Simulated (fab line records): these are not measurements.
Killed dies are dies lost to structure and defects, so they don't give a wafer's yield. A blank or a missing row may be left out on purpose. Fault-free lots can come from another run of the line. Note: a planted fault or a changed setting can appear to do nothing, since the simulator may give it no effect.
The tool behind it: which one?    flow sky130    36 wafers from 12 lots sampled at 3 of the route's 708 steps

WHAT EACH GAUGE READ, for each wafer
SKY_VIA2_THK_MEAS_23: measures by xrf.
lot   measured      on             VIA2_W_THK (nm)
L075  day 37 01:32  film metro-01  433 425 434
L077  day 38 00:05  film metro-01  438 437 438
L078  day 38 10:09  film metro-01  437 436 436
L081  day 38 19:25  film metro-01  435 436 433
L084  day 39 11:48  film metro-03  422 423 427
L085  day 39 23:17  film metro-02  439 434 442
L087  day 40 01:47  film metro-03  432 429 434
L089  day 40 16:02  film metro-01  441 437 426
L091  day 41 02:38  film metro-01  437 439 436
L093  day 41 20:24  film metro-02  443 443 444
L095  day 42 13:59  film metro-03  427 423 415
L097  day 42 21:42  film metro-02  428 423 439

WHICH TOOL RAN EACH LOT (tool, then ch and the chambers of the sampled wafers, then the start)
lot   SKY_SPACER_ETCHBACK_02              SKY_SD_P_STRIP_10
L075  rie diel-01 ch 0,1,2, day 23 18:26  plasma asher-01 ch 0,1, day 26 07:02
L077  rie diel-03 ch 0,1, day 24 19:50    plasma asher-02 ch 0,1, day 27 07:19
L078  rie diel-04 ch 0,2,3, day 25 11:22  plasma asher-02 ch 0,1, day 27 22:56
L081  rie diel-03 ch 1,2, day 25 21:22    plasma asher-03 ch 0,1, day 28 08:37
L084  rie diel-03 ch 2,3, day 26 19:14    plasma asher-03 ch 0,1, day 29 05:14
L085  rie diel-03 ch 0,1,3, day 27 06:53  plasma asher-01 ch 0,1, day 29 16:44
L087  rie diel-03 ch 0,1,2, day 27 11:14  plasma asher-02 ch 0,1, day 29 19:10
L089  rie diel-01 ch 1,2,3, day 28 03:01  plasma asher-03 ch 0,1, day 30 10:58
L091  rie diel-01 ch 0,2,3, day 28 16:34  plasma asher-03 ch 0,1, day 31 00:29
L093  rie diel-03 ch 0,2, day 29 08:40    plasma asher-02 ch 0,1, day 31 17:11
L095  rie diel-04 ch 1,2,3, day 30 05:36  plasma asher-01 ch 0,1, day 32 15:35
L097  rie diel-01 ch 0,1,3, day 30 15:49  plasma asher-02 ch 0,1, day 32 23:01
- SKY_SPACER_ETCHBACK_02: etches Si3N4 in CH3F/O2, stops on SiO2, time 46.7 s, target depth 45 nm.
- SKY_SD_P_STRIP_10: strips in O2/N2.

THE ANSWER, worked out from the rows above alone
Rule: what is usual is taken from the lots themselves. The widest of any qualifying gaps counts: lots, ordered by their means at a reading, are off when they make up no more than a third of the lots, leave a main group of 4 or more, and stand apart from it by 3 or more times the standard deviation of that group's means. If all means in a main group match to the digits the tables above print for the reading, that group is not used. A lot without any number at a reading at which 4 lots or more have one is off too. Any other lot the step has rows for is counted as sound.
No lot is off at any reading shown: from this, nothing can be told.

WHAT THE SIMULATOR PUT IN
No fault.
